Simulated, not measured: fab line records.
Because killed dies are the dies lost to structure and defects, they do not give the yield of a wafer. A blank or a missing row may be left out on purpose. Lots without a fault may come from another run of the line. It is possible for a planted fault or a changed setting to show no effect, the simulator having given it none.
Problem report, 8D (eight disciplines) form, completed by code || flow gf180mcu || the parts of the form that need people (team, actions taken, sign-off) are left out

1. WHAT IS WRONG
Across 6 wafers from 2 lots, STI_CVD_03_THK at GF_STI_THK_MEAS_04 averages 115.5 nm, while fault-free wafers read 207.5 nm with a standard deviation of 2.1. Measured from the usual mean, that is -44 standard deviations.
First seen on wafer L129.3, day 3 05:35, on film-metro-03. At this step, 33 wafers from 11 lots have a number in the record. Rule for "out", or "out of limits": more than 4 standard deviations from the usual mean. All remaining wafers that have a number are taken as sound.

2. WHAT IT IS, AND WHAT IT ISN'T
{"question": "which readings at this step", "is": "STI_CVD_03_THK", "is not": "-"}
{"question": "which lots", "is": "L129, L130", "is not": "L122, L123, L125, L135, L137, L138, L139, L142, L144"}
{"question": "which wafers of those lots", "is": "all that have a number", "is not": "-"}
{"question": "read on which gauges", "is": "film-metro-02, film-metro-03", "is not": "film-metro-01"}
{"question": "when", "is": "from day 3 05:35", "is not": "up to then (9 sound wafers); but 18 sound wafers of L135, L137, L138, L139, L142, L144 came after"}

3. WHAT RULES OUT EACH SUSPECT
Counting: a tool stays on the suspect list if, at a process step up to the reading, it processed all lots that are out and no sound lot following the first of them.
- the gauge at GF_STI_THK_MEAS_04 has been ruled out. 2 gauges (film-metro-02, film-metro-03) read the wafers that are out.
- lpcvd-02 at GF_STI_CVD_03 (deposits Si3N4 from DCS/NH3, target thk 207.16 nm, time 3551 s): ruled out as a lasting fault. After its first lot that is out, L129 (day 3 03:34), sound lots L144 ran on it.
Left after counting: nothing in the record.

4. THE CAUSE (what the simulator had put in)
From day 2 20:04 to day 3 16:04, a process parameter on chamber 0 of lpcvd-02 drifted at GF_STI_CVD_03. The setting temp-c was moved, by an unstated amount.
It was ruled out by counting, in error; the rule expects a fault to strike all lots run on its tool from its start on, and this fault did not.

5. THE CHAIN OF EFFECTS, in route order
One row per reading whose mean, taken over the struck wafers that have a number, lies over 3 standard deviations from the usual. Scope: only readings with a usual standard deviation given in the record; hours: median across lots of the time from each lot's start at the first step in this table that gives one to its start at this step; sigmas: change in usual standard deviations.
{"hours": 0, "step": "GF_STI_CVD_03", "reading": "spike-tc-bottom-C", "usual": "787 C", "on struck wafers": 754, "change": -33, "sigmas": -9.3}
{"hours": 0, "step": "GF_STI_CVD_03", "reading": "spike-tc-centre-C", "usual": "771.2 C", "on struck wafers": 742.1, "change": -29.1, "sigmas": -24}
{"hours": 0, "step": "GF_STI_CVD_03", "reading": "spike-tc-lower-C", "usual": "770.3 C", "on struck wafers": 741.5, "change": -28.8, "sigmas": -26}
{"hours": 0, "step": "GF_STI_CVD_03", "reading": "spike-tc-top-C", "usual": "782.0 C", "on struck wafers": 753.0, "change": -29.0, "sigmas": -26}
{"hours": 0, "step": "GF_STI_CVD_03", "reading": "spike-tc-upper-C", "usual": "769.6 C", "on struck wafers": 740.3, "change": -29.3, "sigmas": -24}
{"hours": 0, "step": "GF_STI_CVD_03", "reading": "susceptor-temp-C", "usual": "770.0 C", "on struck wafers": 740.6, "change": -29.4, "sigmas": -82}
{"hours": 2, "step": "GF_STI_THK_MEAS_04", "reading": "STI_CVD_03_THK", "usual": "207.5 nm", "on struck wafers": 115.5, "change": -92.0, "sigmas": -44}
{"hours": 15, "step": "GF_STI_ETCH_13", "reading": "oes-product-au", "usual": "0.832 a.u.", "on struck wafers": 0.631, "change": -0.201, "sigmas": -32}
{"hours": 15, "step": "GF_STI_ETCH_13", "reading": "throttle-valve-pct", "usual": "8.811 %", "on struck wafers": 8.748, "change": -0.063, "sigmas": -7.1}
Process steps it contains:
- GF_STI_CVD_03: deposits Si3N4 from DCS/NH3, target thk 207.16 nm, time 3551 s.
- GF_STI_ETCH_13: etches the open film in CHF3/O2, stops on Si, target depth 282.31 nm, time 112.9 s.
Later measuring or inspecting steps at which every struck wafer that the step has a row for has a number for every such reading, and none has moved that far: GF_SALICIDE_THK_MEAS_05, GF_CONTACT_OVL_MEAS_15.

6. HOW IT WOULD HAVE BEEN CAUGHT EARLIER
10 hours passed between the start of the fault at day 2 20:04 and the first reading out of limits at a measuring or inspecting step in this record, taken at day 3 05:35.
The tool's own readings at GF_STI_CVD_03 were out on every struck wafer that the step has a row for (spike-tc-bottom-C, spike-tc-centre-C, spike-tc-lower-C, spike-tc-top-C, spike-tc-upper-C, susceptor-temp-C): an alarm limit on them would have fired on the first of those.
